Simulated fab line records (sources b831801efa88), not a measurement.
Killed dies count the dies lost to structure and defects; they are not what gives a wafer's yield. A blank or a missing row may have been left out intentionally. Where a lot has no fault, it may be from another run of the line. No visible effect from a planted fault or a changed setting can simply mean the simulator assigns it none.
A lot that was struck, set against a sound lot / flow sky130 / 14 out of 708 route steps
Sound: these wafers, L235.2, L235.4, L235.5. Struck: wafers L241.1, L241.2, L241.5. Last of all comes the cause.
Order at every step that has rows: each side's tool, ch and its chambers, its first start. Under that, the readings that differ: sound wafers / struck wafers / difference of the means / sigmas: that difference in standard deviations of wafers without a fault.
alike: readings with means less than 2 such deviations apart, plus words and numbers identical on both sides. not compared: withheld readings, readings lacking a value on some wafer, bounds such as >300 that could conceal the same value, and numbers that have no deviation in the record and whose values overlap.
The two part at a step that has a row with sigmas, a row that says differs or no value, or rows on one side only. Numbers that have no deviation but don't overlap get no sigmas and don't part them. A reading that every wafer of one side lacks parts them only if that side has two wafers or more.

first, 4 steps without rows for these wafers: SKY_DNWELL_EXPOSE_04 (exposes mask DNM, target cd 3000 nm); SKY_DNWELL_PEB_05; SKY_DNWELL_DEVELOP_06 (develop time 60 s); SKY_DNWELL_IMPLANT_07.
SKY_DNWELL_STRIP_08: strips in O2/N2.
  sound on plasma asher-04 ch 0,1, day 5 06:40; struck on plasma asher-03 ch 0,1, day 6 15:47
  alike: drypump motor current A, oes product au, strip time to endpoint s
  not compared: rf hours counter h
SKY_DNWELL_TW_MEAS_09:
  struck on film metro-04, day 6 15:53; sound on film metro-04, day 5 06:47
  alike: DNWELL_TW
then, 6 steps without rows for these wafers: SKY_PWDE_DEHYDRATE_00 (time 60 s); SKY_PWDE_HMDS_01 (prime time 60 s); SKY_PWDE_COAT_02 (resist thk 3000 nm); SKY_PWDE_SOFTBAKE_03; SKY_PWDE_EXPOSE_04 (exposes mask PWDEM, target cd 840 nm); SKY_PWDE_PEB_05.
SKY_PWDE_DEVELOP_06: develop time 60 s.
  sound on litho track-02 ch 0, day 6 01:00; struck on litho track-01, day 7 11:00
  no value came back on the struck wafers for chill plate temp C (C), develop time s (s); on the sound wafers chill plate temp C (C) reads 23.08 23.03 23.15
SKY_PWDE_OVL_MEAS_07:
  struck on overlay-02, day 7 11:35; sound on overlay-01, day 6 01:47
reading=PWDE_OVL (nm); sound=-1.7 -0.3 0.1; struck=- - -; difference=no value on the struck wafers; sigmas=

== WHERE THEY PART ==
Earliest at SKY_PWDE_DEVELOP_06; latest, in this record, at SKY_PWDE_OVL_MEAS_07.

WHY: what had been put in by the simulator
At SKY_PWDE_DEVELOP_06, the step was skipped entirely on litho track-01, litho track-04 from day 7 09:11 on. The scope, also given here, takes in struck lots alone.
